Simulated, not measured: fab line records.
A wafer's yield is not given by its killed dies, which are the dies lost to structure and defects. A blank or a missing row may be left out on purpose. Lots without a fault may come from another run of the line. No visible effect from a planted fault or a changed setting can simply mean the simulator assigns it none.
What tool caused it? -- flow sky130 -- 18 wafers from 6 lots sampled at 2 of the route's 708 steps

== WHAT THE GAUGES SHOWED, per wafer ==
SKY_NWELL_OVL_MEAS_23.
lot,measured,on,NWELL_01_OVL (nm)
L582,day 6 05:07,overlay-02,0.6 0.2 -0.5
L584,day 6 13:40,overlay-02,- - -
L590,day 8 00:32,overlay-02,3.1 2.3 1.8
L597,day 9 17:40,overlay-01,-2.1 -1.6 -2.2
L600,day 10 11:48,overlay-01,1.0 -1.6 -0.9
L602,day 11 04:31,overlay-02,0.6 2.1 2.6

== WHAT TOOL EACH LOT RAN ON (gives the tool, then ch and the chambers of the sampled wafers, and finally the start) ==
lot,SKY_NWELL_COAT_18
L582,"lithoTrack-04 ch 0, day 5 18:50"
L584,"lithoTrack-04, day 6 04:26"
L590,"lithoTrack-02 ch 0, day 7 14:08"
L597,"lithoTrack-04 ch 0, day 9 05:51"
L600,"lithoTrack-03 ch 0, day 10 00:57"
L602,"lithoTrack-03 ch 0, day 10 17:22"
- SKY_NWELL_COAT_18: resist thk 3000 nm.

== THE ANSWER, worked out from the rows above alone ==
Rule: what is usual is taken from the lots themselves. Put in order of their means at a reading, lots are off if they are a third of the lots or fewer, leave a main group of 4 or more, and stand apart from it by a gap of 3 or more times the standard deviation of the main group's means; of several such gaps the widest counts. A main group is skipped when, at the precision printed for the reading in the tables above, its means are all equal. A lot without any number at a reading at which 4 lots or more have one is off too. Where the step has rows for the other lots, those lots are counted as sound.
Off: at SKY_NWELL_OVL_MEAS_23 (NWELL_01_OVL), L584. Without a number there: L584. For the main group the mean is 0.4 nm and the standard deviation 1.6.
A tool fits if, at a process step before that reading, it ran every lot that is off, and no sound lot after the first of them. Those tools and the gauges at SKY_NWELL_OVL_MEAS_23 are tried in the same way. No candidate that was tried fits.

== WHAT THE SIMULATOR PUT IN ==
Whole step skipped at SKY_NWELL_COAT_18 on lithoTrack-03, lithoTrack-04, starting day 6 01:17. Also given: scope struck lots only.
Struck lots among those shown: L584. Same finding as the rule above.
